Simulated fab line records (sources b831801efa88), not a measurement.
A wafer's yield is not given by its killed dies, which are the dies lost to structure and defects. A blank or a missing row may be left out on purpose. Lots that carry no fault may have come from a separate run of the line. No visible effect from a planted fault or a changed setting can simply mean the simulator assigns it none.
fab line records | flow sky130
record: lots: 5 | wafers: 23
route steps=708 shown SD_P@326 SD_N@346 LI_CONTACT@362 LOCAL_INTERCONNECT@393 METAL1@436
startH: the number of hours between the record's first day and the start of the first shown wafer of the lot | waitH: how many hours have passed since the lot's step before this one | " repeats the value in the row above | L1.1+2: one row covering several wafers at once | - either no value or no given start | * or withheld: withheld | < > ~ a bound
route shown NAME@n: a module of which the file shows steps, and the number in the route of the first | usual: mean/standard deviation of fault-free wafers | same: alike in all rows | chamber/n: place in a boat | sites: per-site readings | _std_site: their standard deviation | _edge_site: the outer-site mean with the inner-site mean subtracted | radiusMm: for every site, how far away it sits from the centre of the wafer | mask NAME#n: copy n | behind: tool/chamber where the wafer was last shaped | hold: reason for holding the lot/hours on hold/outcome of the hold | device: which transistor (n, p or np) failed to switch | end of line: the route-end tests of the same wafers | step lacking rows: just its recipe | killed: at the first sort, the dies lost to defects and structure; wafer yield is something else | map: a wafer's dies, x killed, . not, _ none there
set.NAME: the setting as run; set.NAME@STEP: as run at that earlier step | model.NAME: the simulator's own value behind a step, which no gauge read
one table per step and one row per wafer, for lots whose settings were changed on purpose
== steps ==
step: SKY_SD_P_DEVELOP_06
recipe: resist: NOVOLAK | developer: TMAH | developTimeS: 60 | devTempC: 23
lot.wafer      | tool          | chamber | startH | waitH | set.devTempC
L074.1+2+3+4+5 | lithoTrack-01 | 0       | 579.19 | 0.1   | 23
L075.1+2+3+4+5 | lithoTrack-03 | 0       | 587.43 | 0.1   | 23
L077.1+2+3     | lithoTrack-02 | 0       | 613.62 | 0.1   | 26.32
L077.5+6       | "             | 0       | "      | "     | 23
L078.3+4+5     | lithoTrack-03 | 0       | 616.23 | 0.1   | 23
L080.1+2+5     | lithoTrack-01 | 0       | 636.59 | 0.1   | 23
L080.3+4       | "             | 0       | "      | "     | 20.21
step: SKY_SD_P_CD_MEAS_07
recipe: targetCdNm: 380
usual: cdNm: 380.7/1.8
lot.wafer | tool     | chamber | startH | waitH | set.devTempC@SD_P_DEVELOP_06 | cdNm
L074.1    | cdSem-02 | -       | 579.34 | 0.1   | 23                           | 381.1
L074.2    | "        | -       | "      | "     | 23                           | 382.3
L074.3    | "        | -       | "      | "     | 23                           | 380.2
L074.4    | "        | -       | "      | "     | 23                           | 382.8
L074.5    | "        | -       | "      | "     | 23                           | 381.4
L075.1    | cdSem-02 | -       | 587.58 | 0.1   | 23                           | 379.6
L075.2    | "        | -       | "      | "     | 23                           | 380.3
L075.3    | "        | -       | "      | "     | 23                           | 379.4
L075.4    | "        | -       | "      | "     | 23                           | 380.2
L075.5    | "        | -       | "      | "     | 23                           | 379.9
L077.1    | cdSem-01 | -       | 613.77 | 0.1   | 26.32                        | 373.8
L077.2    | "        | -       | "      | "     | 26.32                        | 373.1
L077.3    | "        | -       | "      | "     | 26.32                        | 370.5
L077.5    | "        | -       | "      | "     | 23                           | 382.3
L077.6    | "        | -       | "      | "     | 23                           | 381.4
L078.3    | cdSem-02 | -       | 616.37 | 0.1   | 23                           | 377.9
L078.4    | "        | -       | "      | "     | 23                           | 379.5
L078.5    | "        | -       | "      | "     | 23                           | 378.1
L080.1    | cdSem-02 | -       | 636.74 | 0.1   | 23                           | 384.5
L080.2    | "        | -       | "      | "     | 23                           | 381.6
L080.3    | "        | -       | "      | "     | 20.21                        | 390.3
L080.4    | "        | -       | "      | "     | 20.21                        | 389.5
L080.5    | "        | -       | "      | "     | 23                           | 381.1
step: SKY_SD_N_EXPOSE_04
recipe: maskId: NSDM | na: 0.6 | sourceShape: conventional | sigmaOuter: 0.6 | polarization: unpolarized | targetCdNm: 380 | doseMj: 141
lot.wafer  | tool            | chamber | startH | waitH | mask   | set.doseMj
L074.1+2+4 | ilineStepper-02 | 0       | -      | -     | NSDM#0 | 131.2
L074.3+5   | "               | 0       | "      | "     | NSDM#0 | 141
L075.1+4+5 | ilineStepper-02 | 0       | -      | -     | NSDM#0 | 146.5
L075.2+3   | "               | 0       | "      | "     | NSDM#0 | 141
L077.1+3   | ilineStepper-01 | 0       | -      | -     | NSDM#0 | 132.2
L077.2+5+6 | "               | 0       | "      | "     | NSDM#0 | 141
L078.3+4+5 | ilineStepper-01 | 0       | -      | -     | NSDM#0 | 141
L080.1+3+5 | ilineStepper-02 | 0       | -      | -     | NSDM#0 | 133.6
L080.2+4   | "               | 0       | "      | "     | NSDM#0 | 141
step: SKY_SD_N_PEB_05
recipe: tempC: withheld | timeS: * | resist: NOVOLAK
step: SKY_SD_N_DEVELOP_06
recipe: resist: NOVOLAK | developer: TMAH | developTimeS: 60 | devTempC: 23
step: SKY_SD_N_CD_MEAS_07
recipe: targetCdNm: 380
usual: cdNm: 379.3/2.4
lot.wafer | tool     | chamber | startH | waitH | set.doseMj@SD_N_EXPOSE_04 | cdNm
L074.1    | cdSem-02 | -       | 638.07 | 0.1   | 131.2                     | 360.2
L074.2    | "        | -       | "      | "     | 131.2                     | 362.2
L074.3    | "        | -       | "      | "     | 141                       | 382.0
L074.4    | "        | -       | "      | "     | 131.2                     | 362.5
L074.5    | "        | -       | "      | "     | 141                       | 384.5
L075.1    | cdSem-02 | -       | 646.69 | 0.1   | 146.5                     | 388.4
L075.2    | "        | -       | "      | "     | 141                       | 376.5
L075.3    | "        | -       | "      | "     | 141                       | 374.7
L075.4    | "        | -       | "      | "     | 146.5                     | 386.4
L075.5    | "        | -       | "      | "     | 146.5                     | 389.5
L077.1    | cdSem-02 | -       | 671.64 | 0.1   | 132.2                     | 360.8
L077.2    | "        | -       | "      | "     | 141                       | 380.8
L077.3    | "        | -       | "      | "     | 132.2                     | 361.8
L077.5    | "        | -       | "      | "     | 141                       | 381.7
L077.6    | "        | -       | "      | "     | 141                       | 381.6
L078.3    | cdSem-01 | -       | 674.61 | 0.1   | 141                       | 376.9
L078.4    | "        | -       | "      | "     | 141                       | 379.2
L078.5    | "        | -       | "      | "     | 141                       | 378.0
L080.1    | cdSem-01 | -       | 693.87 | 0.1   | 133.6                     | 362.8
L080.2    | "        | -       | "      | "     | 141                       | 377.9
L080.3    | "        | -       | "      | "     | 133.6                     | 363.5
L080.4    | "        | -       | "      | "     | 141                       | 379.0
L080.5    | "        | -       | "      | "     | 133.6                     | 363.3
step: SKY_SD_N_IMPLANT_10
recipe: species: P | energyKev: 20 | doseCm2: 1e+14 | tiltDeg: 0
lot.wafer      | tool         | chamber | startH | waitH | set.energyKev | model.implant.rpNm | model.implant.drpNm
L074.1+3       | implanter-02 | 0       | 638.38 | 0.1   | 20            | 28.39              | 13
L074.2+4+5     | "            | 0       | "      | "     | 18.97         | 27.4               | 12.59
L075.1+3       | implanter-04 | 0       | 646.99 | 0.1   | 20            | 27.83              | 13
L075.2+4+5     | "            | 0       | "      | "     | 19.55         | 27.41              | 12.82
L077.1+2+3+5+6 | implanter-01 | 0       | 671.94 | 0.1   | 20            | 27.58              | 13
L078.3+4+5     | implanter-02 | 0       | 674.93 | 0.1   | 20            | 27.98              | 13
L080.1+4       | implanter-01 | 0       | 694.18 | 0.1   | 19.62         | 26.54              | 12.85
L080.2+3+5     | "            | 0       | "      | "     | 20            | 26.88              | 13
step: SKY_LI_CONTACT_HDPCVD_00
recipe: material: PSG | targetThkNm: 930 | sigmaOpenFrac: 0.3 | timeS: 155 | tempC: 600 | sih4FlowSccm: 60 | pressureMtorr: 6
lot.wafer | tool      | chamber | startH | waitH | set.timeS | model.PSG_of_LI_CONTACT_HDPCVD_00.thkNm
L074.1    | hdpcvd-02 | 2       | 639.29 | 0.0   | 155       | 926.2
L074.2    | "         | 0       | "      | "     | 155       | 923.1
L074.3    | "         | 1       | "      | "     | 155       | 936.7
L074.4    | "         | 1       | "      | "     | 155       | 935.2
L074.5    | "         | 0       | "      | "     | 155       | 921.5
L075.1    | hdpcvd-02 | 2       | 647.90 | 0.0   | 155       | 915.7
L075.2    | "         | 0       | "      | "     | 138.5     | 816.7
L075.3    | "         | 1       | "      | "     | 155       | 930.3
L075.4    | "         | 0       | "      | "     | 155       | 913.3
L075.5    | "         | 2       | "      | "     | 138.5     | 821.9
L077.1    | hdpcvd-01 | 0       | 672.86 | 0.0   | 155       | 917
L077.2    | "         | 2       | "      | "     | 143.8     | 877
L077.3    | "         | 2       | "      | "     | 143.8     | 870
L077.5    | "         | 0       | "      | "     | 155       | 920.9
L077.6    | "         | 2       | "      | "     | 143.8     | 879.8
L078.3    | hdpcvd-02 | 0       | 675.79 | 0.0   | 155       | 914.7
L078.4    | "         | 0       | "      | "     | 155       | 914.5
L078.5    | "         | 2       | "      | "     | 155       | 926.7
L080.1    | hdpcvd-02 | 1       | 695.09 | 0.0   | 155       | 941
L080.2    | "         | 0       | "      | "     | 141       | 824.8
L080.3    | "         | 2       | "      | "     | 155       | 922.9
L080.4    | "         | 0       | "      | "     | 141       | 837.5
L080.5    | "         | 1       | "      | "     | 141       | 858.5
step: SKY_LI_CONTACT_THK_MEAS_01
recipe: reads: PSG_of_LI_CONTACT_HDPCVD_00
usual: LI_CONTACT_HDPCVD_THK: 929/10
lot.wafer | tool         | chamber | startH | waitH | set.timeS@LI_CONTACT_HDPCVD_00 | LI_CONTACT_HDPCVD_THK[nm]
L074.1    | filmMetro-04 | -       | 639.39 | 0.1   | 155                            | 927
L074.2    | "            | -       | "      | "     | 155                            | 923
L074.3    | "            | -       | "      | "     | 155                            | 936
L074.4    | "            | -       | "      | "     | 155                            | 935
L074.5    | "            | -       | "      | "     | 155                            | 922
L075.1    | filmMetro-04 | -       | 648.01 | 0.1   | 155                            | 917
L075.2    | "            | -       | "      | "     | 138.5                          | 817
L075.3    | "            | -       | "      | "     | 155                            | 931
L075.4    | "            | -       | "      | "     | 155                            | 914
L075.5    | "            | -       | "      | "     | 138.5                          | 821
L077.1    | filmMetro-01 | -       | 673.01 | 0.1   | 155                            | 918
L077.2    | "            | -       | "      | "     | 143.8                          | 877
L077.3    | "            | -       | "      | "     | 143.8                          | 870
L077.5    | "            | -       | "      | "     | 155                            | 921
L077.6    | "            | -       | "      | "     | 143.8                          | 880
L078.3    | filmMetro-01 | -       | 675.92 | 0.1   | 155                            | 915
L078.4    | "            | -       | "      | "     | 155                            | 915
L078.5    | "            | -       | "      | "     | 155                            | 927
L080.1    | filmMetro-04 | -       | 695.19 | 0.1   | 155                            | 940
L080.2    | "            | -       | "      | "     | 141                            | 824
L080.3    | "            | -       | "      | "     | 155                            | 923
L080.4    | "            | -       | "      | "     | 141                            | 837
L080.5    | "            | -       | "      | "     | 141                            | 858
step: SKY_LI_CONTACT_EXPOSE_09
recipe: maskId: LICM1 | na: 0.8 | sourceShape: annular | sigmaInner: 0.55 | sigmaOuter: 0.85 | targetCdNm: 170 | doseMj: 38
lot.wafer  | tool          | chamber | startH | waitH | mask    | set.doseMj
L074.1+4+5 | krfScanner-02 | 0       | -      | -     | LICM1#0 | 38
L074.2+3   | "             | 0       | "      | "     | LICM1#0 | 39.41
L075.1+2   | krfScanner-02 | 0       | -      | -     | LICM1#0 | 36.82
L075.3+4+5 | "             | 0       | "      | "     | LICM1#0 | 38
L077.1+5+6 | krfScanner-01 | 0       | -      | -     | LICM1#0 | 38
L077.2+3   | "             | 0       | "      | "     | LICM1#0 | 36.36
L078.3+4+5 | krfScanner-02 | 0       | -      | -     | LICM1#0 | 38
L080.1+5   | krfScanner-02 | 0       | -      | -     | LICM1#0 | 40.12
L080.2+3+4 | "             | 0       | "      | "     | LICM1#0 | 38
step: SKY_LI_CONTACT_PEB_10
recipe: pebTempC: withheld | pebTimeS: withheld | resist: KrF-thick
step: SKY_LI_CONTACT_DEVELOP_11
recipe: developTimeS: 60 | resist: KrF-thick | devTempC: 21
step: SKY_LI_CONTACT_CD_MEAS_12
recipe: targetCdNm: 170
usual: cdNm: 169.2/1.4
lot.wafer | tool     | chamber | startH | waitH | set.doseMj@LI_CONTACT_EXPOSE_09 | cdNm
L074.1    | cdSem-01 | -       | 668.64 | -     | 38                              | 168.4
L074.2    | "        | -       | "      | "     | 39.41                           | 174.5
L074.3    | "        | -       | "      | "     | 39.41                           | 175.3
L074.4    | "        | -       | "      | "     | 38                              | 167.4
L074.5    | "        | -       | "      | "     | 38                              | 166.9
L075.1    | cdSem-02 | -       | 676.88 | -     | 36.82                           | 165.0
L075.2    | "        | -       | "      | "     | 36.82                           | 166.1
L075.3    | "        | -       | "      | "     | 38                              | 169.2
L075.4    | "        | -       | "      | "     | 38                              | 170.6
L075.5    | "        | -       | "      | "     | 38                              | 170.6
L077.1    | cdSem-02 | -       | 701.29 | -     | 38                              | 169.3
L077.2    | "        | -       | "      | "     | 36.36                           | 162.1
L077.3    | "        | -       | "      | "     | 36.36                           | 161.2
L077.5    | "        | -       | "      | "     | 38                              | 169.7
L077.6    | "        | -       | "      | "     | 38                              | 170.6
L078.3    | cdSem-01 | -       | 703.78 | -     | 38                              | 168.9
L078.4    | "        | -       | "      | "     | 38                              | 168.3
L078.5    | "        | -       | "      | "     | 38                              | 168.8
L080.1    | cdSem-02 | -       | 723.78 | -     | 40.12                           | 181.6
L080.2    | "        | -       | "      | "     | 38                              | 170.5
L080.3    | "        | -       | "      | "     | 38                              | 171.2
L080.4    | "        | -       | "      | "     | 38                              | 171.0
L080.5    | "        | -       | "      | "     | 40.12                           | 182.1
step: SKY_LI_CONTACT_ETCH_14
recipe: chemistry: N2/H2 | target: BARC | ionEnergyEv: 200 | sourceW: 500 | biasW: 100 | pressureMtorr: 30 | n2FlowSccm: 100 | h2FlowSccm: 200 | stopOn: SiO2 | timeS: 45.9 | targetDepthA: 600
lot.wafer | tool       | chamber | startH | waitH | set.doseMj@LI_CONTACT_EXPOSE_09 | model.LI_CONTACT.cdNm
L074.1    | rieDiel-02 | 0       | 668.79 | 0.0   | 38                              | 167.7
L074.2    | "          | 2       | "      | "     | 39.41                           | 175.6
L074.3    | "          | 3       | "      | "     | 39.41                           | 174.8
L074.4    | "          | 1       | "      | "     | 38                              | 166.9
L074.5    | "          | 0       | "      | "     | 38                              | 166.2
L075.1    | rieDiel-01 | 0       | 677.03 | 0.0   | 36.82                           | 165.3
L075.2    | "          | 1       | "      | "     | 36.82                           | 164.4
L075.3    | "          | 2       | "      | "     | 38                              | 168.6
L075.4    | "          | 3       | "      | "     | 38                              | 170.9
L075.5    | "          | 3       | "      | "     | 38                              | 170.1
L077.1    | rieDiel-02 | 2       | 701.44 | 0.0   | 38                              | 170.3
L077.2    | "          | 1       | "      | "     | 36.36                           | 163.5
L077.3    | "          | 3       | "      | "     | 36.36                           | 160.6
L077.5    | "          | 3       | "      | "     | 38                              | 169.9
L077.6    | "          | 0       | "      | "     | 38                              | 169.4
L078.3    | rieDiel-01 | 0       | 703.89 | 0.0   | 38                              | 168.8
L078.4    | "          | 3       | "      | "     | 38                              | 167.6
L078.5    | "          | 3       | "      | "     | 38                              | 168.1
L080.1    | rieDiel-04 | 2       | 723.93 | 0.0   | 40.12                           | 180.5
L080.2    | "          | 1       | "      | "     | 38                              | 170.1
L080.3    | "          | 0       | "      | "     | 38                              | 171.8
L080.4    | "          | 3       | "      | "     | 38                              | 170.9
L080.5    | "          | 2       | "      | "     | 40.12                           | 181.6
step: SKY_LI_CONTACT_SPUTTER_19
recipe: material: Ti | targetThkNm: 20 | chamberPressurePa: 5 | powerW: 2500 | substrateTempC: 200 | timeS: 106.37
lot.wafer | tool          | chamber | startH | waitH | set.powerW | model.Ti_of_LI_CONTACT_SPUTTER_19.thkNm
L074.1    | pvdSputter-01 | -       | 669.23 | 0.0   | 2349       | 18.9
L074.2    | "             | -       | "      | "     | 2500       | 20.52
L074.3    | "             | -       | "      | "     | 2500       | 19.89
L074.4    | "             | -       | "      | "     | 2349       | 18.73
L074.5    | "             | -       | "      | "     | 2500       | 20.45
L075.1    | pvdSputter-03 | -       | 677.46 | 0.0   | 2680       | 21.41
L075.2    | "             | -       | "      | "     | 2680       | 21.1
L075.3    | "             | -       | "      | "     | 2500       | 19.73
L075.4    | "             | -       | "      | "     | 2500       | 19.85
L075.5    | "             | -       | "      | "     | 2680       | 21.37
L077.1    | pvdSputter-01 | -       | 701.87 | 0.0   | 2312       | 17.91
L077.2    | "             | -       | "      | "     | 2500       | 19.49
L077.3    | "             | -       | "      | "     | 2312       | 18.44
L077.5    | "             | -       | "      | "     | 2312       | 18.83
L077.6    | "             | -       | "      | "     | 2500       | 19.62
L078.3    | pvdSputter-01 | -       | 704.32 | 0.0   | 2500       | 19.58
L078.4    | "             | -       | "      | "     | 2500       | 19.11
L078.5    | "             | -       | "      | "     | 2500       | 19.9
L080.1    | pvdSputter-01 | -       | 724.36 | 0.0   | 2500       | 19.59
L080.2    | "             | -       | "      | "     | 2500       | 20.3
L080.3    | "             | -       | "      | "     | 2316       | 18.51
L080.4    | "             | -       | "      | "     | 2316       | 18.72
L080.5    | "             | -       | "      | "     | 2316       | 18.1
step: SKY_LOCAL_INTERCONNECT_COAT_06
recipe: resist: KrF-thick | spinRpm: 3000 | resistThkNm: 450
lot.wafer | tool          | chamber | startH | waitH | set.resistThkNm | model.KrF-thick_of_LOCAL_INTERCONNECT_COAT_06.thkNm
L074.1    | lithoTrack-02 | 0       | -      | -     | 440.7           | 438.6
L074.2    | "             | 0       | "      | "     | 450             | 447.2
L074.3    | "             | 0       | "      | "     | 450             | 449.2
L074.4    | "             | 0       | "      | "     | 450             | 447.7
L074.5    | "             | 0       | "      | "     | 440.7           | 438.1
L075.1+2  | lithoTrack-03 | 0       | -      | -     | 450             | 448.2
L075.3    | "             | 0       | "      | "     | 437.4           | 436.3
L075.4    | "             | 0       | "      | "     | 450             | 449.3
L075.5    | "             | 0       | "      | "     | 437.4           | 435.5
L077.1    | lithoTrack-03 | 0       | -      | -     | 450             | 449.4
L077.2    | "             | 0       | "      | "     | 450             | 449.7
L077.3    | "             | 0       | "      | "     | 462.5           | 463.4
L077.5    | "             | 0       | "      | "     | 462.5           | 461
L077.6    | "             | 0       | "      | "     | 450             | 450.2
L078.3    | lithoTrack-03 | 0       | -      | -     | 450             | 449.1
L078.4    | "             | 0       | "      | "     | 450             | 449.5
L078.5    | "             | 0       | "      | "     | 450             | 448.9
L080.1    | lithoTrack-01 | 0       | -      | -     | 450             | 447.1
L080.2    | "             | 0       | "      | "     | 450             | 445.9
L080.3    | "             | 0       | "      | "     | 450             | 446.6
L080.4    | "             | 0       | "      | "     | 450             | 447
L080.5    | "             | 0       | "      | "     | 450             | 447.4
step: SKY_LOCAL_INTERCONNECT_ETCH_13
recipe: chemistry: N2/H2 | target: BARC | ionEnergyEv: 200 | biasW: 100 | pressureMtorr: 30 | n2FlowSccm: 100 | h2FlowSccm: 200 | icpW: 500 | stopOn: SiO2 | timeS: 45.9 | targetDepthA: 600
lot.wafer | tool        | chamber | startH | waitH | set.timeS | set.resistThkNm@LOCAL_INTERCONNECT_COAT_06 | model.KrF-thick_of_LOCAL_INTERCONNECT_COAT_06.thkNm
L074.1    | rieMetal-01 | 0       | 698.03 | 0.0   | 50.3      | 440.7                                      | 377.4
L074.2    | "           | 1       | "      | "     | 50.3      | 450                                        | 387.6
L074.3    | "           | 0       | "      | "     | 45.9      | 450                                        | 392.2
L074.4    | "           | 1       | "      | "     | 45.9      | 450                                        | 392
L074.5    | "           | 0       | "      | "     | 50.3      | 440.7                                      | 377.2
L075.1+2  | rieMetal-03 | 1       | 706.93 | 0.0   | 45.9      | 450                                        | 390.9
L075.3    | "           | 1       | "      | "     | 45.9      | 437.4                                      | 379.3
L075.4    | "           | 1       | "      | "     | 45.9      | 450                                        | 392.4
L075.5    | "           | 1       | "      | "     | 45.9      | 437.4                                      | 378.3
L077.1    | rieMetal-03 | 0       | 730.88 | 0.0   | 45.9      | 450                                        | 392
L077.2    | "           | 0       | "      | "     | 45.9      | 450                                        | 391.8
L077.3    | "           | 0       | "      | "     | 45.9      | 462.5                                      | 405.6
L077.5    | "           | 0       | "      | "     | 45.9      | 462.5                                      | 403.5
L077.6    | "           | 0       | "      | "     | 45.9      | 450                                        | 392.5
L078.3    | rieMetal-01 | 1       | 733.20 | 0.0   | 45.9      | 450                                        | 393.4
L078.4    | "           | 0       | "      | "     | 45.9      | 450                                        | 393.2
L078.5    | "           | 0       | "      | "     | 45.9      | 450                                        | 392.8
L080.1    | rieMetal-02 | 0       | 753.26 | 0.0   | 45.9      | 450                                        | 388.3
L080.2    | "           | 1       | "      | "     | 45.9      | 450                                        | 387.1
L080.3    | "           | 0       | "      | "     | 45.9      | 450                                        | 387.5
L080.4    | "           | 1       | "      | "     | 45.9      | 450                                        | 388.4
L080.5    | "           | 1       | "      | "     | 45.9      | 450                                        | 389.1
step: SKY_LOCAL_INTERCONNECT_METAL_ETCH_14
recipe: targetDepthNm: 110 | stopOn: PSG | chemistry: Cl2/BCl3 | target: TiN | resistSidewallDeg: 88 | pressureMtorr: 10 | icpW: 900 | biasW: 48.5 | Cl2_flow_sccm: 60 | bcl3FlowSccm: 30 | timeS: 31.4
lot.wafer | tool        | chamber | startH | waitH | set.resistThkNm@LOCAL_INTERCONNECT_COAT_06 | model.KrF-thick_of_LOCAL_INTERCONNECT_COAT_06.thkNm
L074.1    | rieMetal-01 | 0       | 698.10 | 0.0   | 440.7                                      | 334.2
L074.2    | "           | 1       | "      | "     | 450                                        | 345.2
L074.3    | "           | 0       | "      | "     | 450                                        | 348.4
L074.4    | "           | 1       | "      | "     | 450                                        | 349.7
L074.5    | "           | 0       | "      | "     | 440.7                                      | 333.6
L075.1    | rieMetal-03 | 1       | 707.05 | 0.1   | 450                                        | 347.3
L075.2    | "           | 1       | "      | "     | 450                                        | 347.2
L075.3    | "           | 1       | "      | "     | 437.4                                      | 335.6
L075.4    | "           | 1       | "      | "     | 450                                        | 348.9
L075.5    | "           | 1       | "      | "     | 437.4                                      | 334.8
L077.1    | rieMetal-03 | 0       | 731.01 | 0.1   | 450                                        | 347.5
L077.2    | "           | 0       | "      | "     | 450                                        | 347
L077.3    | "           | 0       | "      | "     | 462.5                                      | 361.2
L077.5    | "           | 0       | "      | "     | 462.5                                      | 359.2
L077.6    | "           | 0       | "      | "     | 450                                        | 347.7
L078.3    | rieMetal-01 | 1       | 733.26 | 0.0   | 450                                        | 350.7
L078.4    | "           | 0       | "      | "     | 450                                        | 350.5
L078.5    | "           | 0       | "      | "     | 450                                        | 349.6
L080.1    | rieMetal-02 | 0       | 753.33 | 0.0   | 450                                        | 343.2
L080.2    | "           | 1       | "      | "     | 450                                        | 342.4
L080.3    | "           | 0       | "      | "     | 450                                        | 342.2
L080.4    | "           | 1       | "      | "     | 450                                        | 343.5
L080.5    | "           | 1       | "      | "     | 450                                        | 344.1
step: SKY_LOCAL_INTERCONNECT_STRIP_15
recipe: chemistry: O2/N2 | powerW: 1400 | pressureMtorr: 1500 | platenTempC: withheld | o2FlowSccm: 3000 | n2FlowSccm: 300 | overashFraction: 0.5
usual: stripTimeToEndpointS: 4.714/0.028
lot.wafer | tool           | chamber | startH | waitH | set.resistThkNm@LOCAL_INTERCONNECT_COAT_06 | stripTimeToEndpointS
L074.1    | plasmaAsher-01 | 0       | 698.15 | 0.0   | 440.7                                      | 4.561
L074.2    | "              | 1       | "      | "     | 450                                        | 4.680
L074.3    | "              | 0       | "      | "     | 450                                        | 4.713
L074.4    | "              | 1       | "      | "     | 450                                        | 4.731
L074.5    | "              | 1       | "      | "     | 440.7                                      | 4.563
L075.1    | plasmaAsher-02 | 0       | 707.16 | 0.1   | 450                                        | 4.701
L075.2    | "              | 1       | "      | "     | 450                                        | 4.699
L075.3    | "              | 1       | "      | "     | 437.4                                      | 4.576
L075.4    | "              | 0       | "      | "     | 450                                        | 4.735
L075.5    | "              | 1       | "      | "     | 437.4                                      | 4.595
L077.1    | plasmaAsher-01 | 0       | 731.11 | 0.1   | 450                                        | 4.709
L077.2    | "              | 1       | "      | "     | 450                                        | 4.699
L077.3    | "              | 1       | "      | "     | 462.5                                      | 4.860
L077.5    | "              | 0       | "      | "     | 462.5                                      | 4.829
L077.6    | "              | 1       | "      | "     | 450                                        | 4.710
L078.3    | plasmaAsher-02 | 1       | 733.33 | 0.1   | 450                                        | 4.748
L078.4    | "              | 0       | "      | "     | 450                                        | 4.749
L078.5    | "              | 0       | "      | "     | 450                                        | 4.740
L080.1    | plasmaAsher-01 | 0       | 753.38 | 0.0   | 450                                        | 4.652
L080.2    | "              | 1       | "      | "     | 450                                        | 4.651
L080.3    | "              | 1       | "      | "     | 450                                        | 4.646
L080.4    | "              | 0       | "      | "     | 450                                        | 4.667
L080.5    | "              | 0       | "      | "     | 450                                        | 4.667
step: SKY_METAL1_SPUTTER_02
recipe: material: AlCu | targetThkNm: 250 | powerW: 10600 | timeS: 13.3 | chamberPressurePa: 0.4
lot.wafer | tool          | chamber | startH | waitH | set.powerW | model.AlCu_of_METAL1_SPUTTER_02.thkNm
L074.1    | pvdSputter-02 | -       | 728.94 | 0.0   | 10600      | 250.8
L074.2    | "             | -       | "      | "     | 10600      | 249.9
L074.3    | "             | -       | "      | "     | 11480      | 272.2
L074.4    | "             | -       | "      | "     | 11480      | 273.4
L074.5    | "             | -       | "      | "     | 11480      | 272.5
L075.1    | pvdSputter-03 | -       | 738.23 | 0.0   | 10600      | 252.1
L075.2    | "             | -       | "      | "     | 9573       | 227.1
L075.3    | "             | -       | "      | "     | 10600      | 253.4
L075.4    | "             | -       | "      | "     | 9573       | 225.7
L075.5    | "             | -       | "      | "     | 9573       | 227.8
L077.1    | pvdSputter-04 | -       | 760.91 | 0.0   | 10600      | 257.2
L077.2    | "             | -       | "      | "     | 10600      | 254.1
L077.3    | "             | -       | "      | "     | 10600      | 252.4
L077.5    | "             | -       | "      | "     | 11770      | 278.7
L077.6    | "             | -       | "      | "     | 11770      | 284.5
L078.3    | pvdSputter-02 | -       | 763.36 | 0.0   | 10600      | 247.2
L078.4    | "             | -       | "      | "     | 10600      | 246.1
L078.5    | "             | -       | "      | "     | 10600      | 245.1
L080.1    | pvdSputter-02 | -       | 782.68 | 0.0   | 9542       | 221.3
L080.2    | "             | -       | "      | "     | 10600      | 251.9
L080.3    | "             | -       | "      | "     | 10600      | 247.3
L080.4    | "             | -       | "      | "     | 9542       | 225.8
L080.5    | "             | -       | "      | "     | 10600      | 248.3
== key ==
split: step: SKY_SD_P_DEVELOP_06 | setting: devTempC | stated: 23 | by: wafer
response: step: SKY_SD_P_CD_MEAS_07 | reading: cdNm | change: -0.639 | per: 1% | r: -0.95
split: step: SKY_SD_N_EXPOSE_04 | setting: doseMj | stated: 141 | by: wafer
response: step: SKY_SD_N_CD_MEAS_07 | reading: cdNm | change: +3.12 | per: 1% | r: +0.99
split: step: SKY_SD_N_IMPLANT_10 | setting: energyKev | stated: 20 | by: wafer
response: step: SKY_SD_N_IMPLANT_10 | reading: model.implant.rpNm | change: +0.192 | per: 1% | r: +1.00
response: step: SKY_SD_N_IMPLANT_10 | reading: model.implant.drpNm | change: +0.0791 | per: 1% | r: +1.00
split: step: SKY_LI_CONTACT_HDPCVD_00 | setting: timeS | stated: 155 | by: wafer
response: step: SKY_LI_CONTACT_HDPCVD_00 | reading: model.PSG_of_LI_CONTACT_HDPCVD_00.thkNm | change: +8.95 | per: 1% | r: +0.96
response: step: SKY_LI_CONTACT_THK_MEAS_01 | reading: LI_CONTACT_HDPCVD_THK | change: +8.98 | per: 1% | r: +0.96
split: step: SKY_LI_CONTACT_EXPOSE_09 | setting: doseMj | stated: 38 | by: wafer
response: step: SKY_LI_CONTACT_CD_MEAS_12 | reading: cdNm | change: +1.89 | per: 1% | r: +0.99
response: step: SKY_LI_CONTACT_ETCH_14 | reading: model.LI_CONTACT.cdNm | change: +1.86 | per: 1% | r: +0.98
split: step: SKY_LI_CONTACT_SPUTTER_19 | setting: powerW | stated: 2500 | by: wafer
response: step: SKY_LI_CONTACT_SPUTTER_19 | reading: model.Ti_of_LI_CONTACT_SPUTTER_19.thkNm | change: +0.199 | per: 1% | r: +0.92
split: step: SKY_LOCAL_INTERCONNECT_COAT_06 | setting: resistThkNm | stated: 450 | by: wafer
response: step: SKY_LOCAL_INTERCONNECT_COAT_06 | reading: model.KrF-thick_of_LOCAL_INTERCONNECT_COAT_06.thkNm | change: +4.53 | per: 1% | r: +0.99
response: step: SKY_LOCAL_INTERCONNECT_ETCH_13 | reading: model.KrF-thick_of_LOCAL_INTERCONNECT_COAT_06.thkNm | change: +4.91 | per: 1% | r: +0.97
response: step: SKY_LOCAL_INTERCONNECT_METAL_ETCH_14 | reading: model.KrF-thick_of_LOCAL_INTERCONNECT_COAT_06.thkNm | change: +5.01 | per: 1% | r: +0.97
response: step: SKY_LOCAL_INTERCONNECT_STRIP_15 | reading: stripTimeToEndpointS | change: * | per: 1% | r: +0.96
split: step: SKY_LOCAL_INTERCONNECT_ETCH_13 | setting: timeS | stated: 45.9 | by: wafer
response none clear
split: step: SKY_METAL1_SPUTTER_02 | setting: powerW | stated: 10600 | by: wafer
response: step: SKY_METAL1_SPUTTER_02 | reading: model.AlCu_of_METAL1_SPUTTER_02.thkNm | change: +2.58 | per: 1% | r: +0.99
